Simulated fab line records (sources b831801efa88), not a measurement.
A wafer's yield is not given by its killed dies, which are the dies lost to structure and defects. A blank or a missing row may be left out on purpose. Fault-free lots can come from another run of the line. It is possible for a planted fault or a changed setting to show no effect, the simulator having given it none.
Matching of chambers + flow sky130 + 3 sister chambers for SKY_VIA4_HDPCVD_00 on hdpcvd-01
The step deposits SiO2, target thk 1750 nm, time 291.7 s. 14 wafers are shown with their chamber, then 6 later ones without.

== WAFERS, EACH WITH ITS CHAMBER ==
| wafer  | chamber | runLengthS (s) |
|--------|---------|----------------|
| L234.3 | 0       | 318.8          |
| L234.4 | 0       | 319.0          |
| L234.6 | 1       | 320.7          |
| L237.1 | 1       | 319.7          |
| L237.4 | 1       | 320.4          |
| L250.2 | 0       | 318.9          |
| L250.3 | 2       | 318.6          |
| L250.5 | 0       | 318.6          |
| L251.1 | 2       | 319.0          |
| L251.2 | 1       | 320.5          |
| L251.6 | 1       | 319.8          |
| L253.2 | 0       | 318.8          |
| L253.4 | 0       | 318.7          |
| L253.5 | 2       | 319.4          |

SIGNATURES (means of the wafers above)
| reading    | chamber 0 | chamber 1 | chamber 2 | scatter within a chamber |
|------------|-----------|-----------|-----------|--------------------------|
| runLengthS | 318.800   | 320.220   | 319.000   | 0.331                    |
Rule: distance of a wafer from a chamber = root of the sum over the readings of ((wafer's reading minus chamber's mean) / reading's scatter) squared. If the next closest chamber is less than 2 further off than the closest, the wafer can't be placed; otherwise it belongs to the closest. The scatter is the square root of a quotient: the sum, over the shown wafers, of each reading's squared deviation from its chamber's mean, divided by wafers minus chambers.

== WAFERS WITHOUT THEIR CHAMBER ==
| wafer  | runLengthS (s) |
|--------|----------------|
| L254.1 | 320.3          |
| L254.2 | 318.9          |
| L254.4 | 319.8          |
| L256.1 | 319.8          |
| L256.2 | 319.7          |
| L256.4 | 318.6          |

== EACH ONE'S CHAMBER ==
| wafer  | from the rows above          | in truth |
|--------|------------------------------|----------|
| L254.1 | 1                            | 1        |
| L254.2 | can't be placed: 0 or 2      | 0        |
| L254.4 | can't be placed: 1 or 2 or 0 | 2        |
| L256.1 | can't be placed: 1 or 2 or 0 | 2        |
| L256.2 | can't be placed: 1 or 2 or 0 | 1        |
| L256.4 | can't be placed: 0 or 2      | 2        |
1 of 6 placed correctly. From these rows, 5 cannot be placed; in 5 the true chamber is one of the candidates. Wrongly placed: 0.
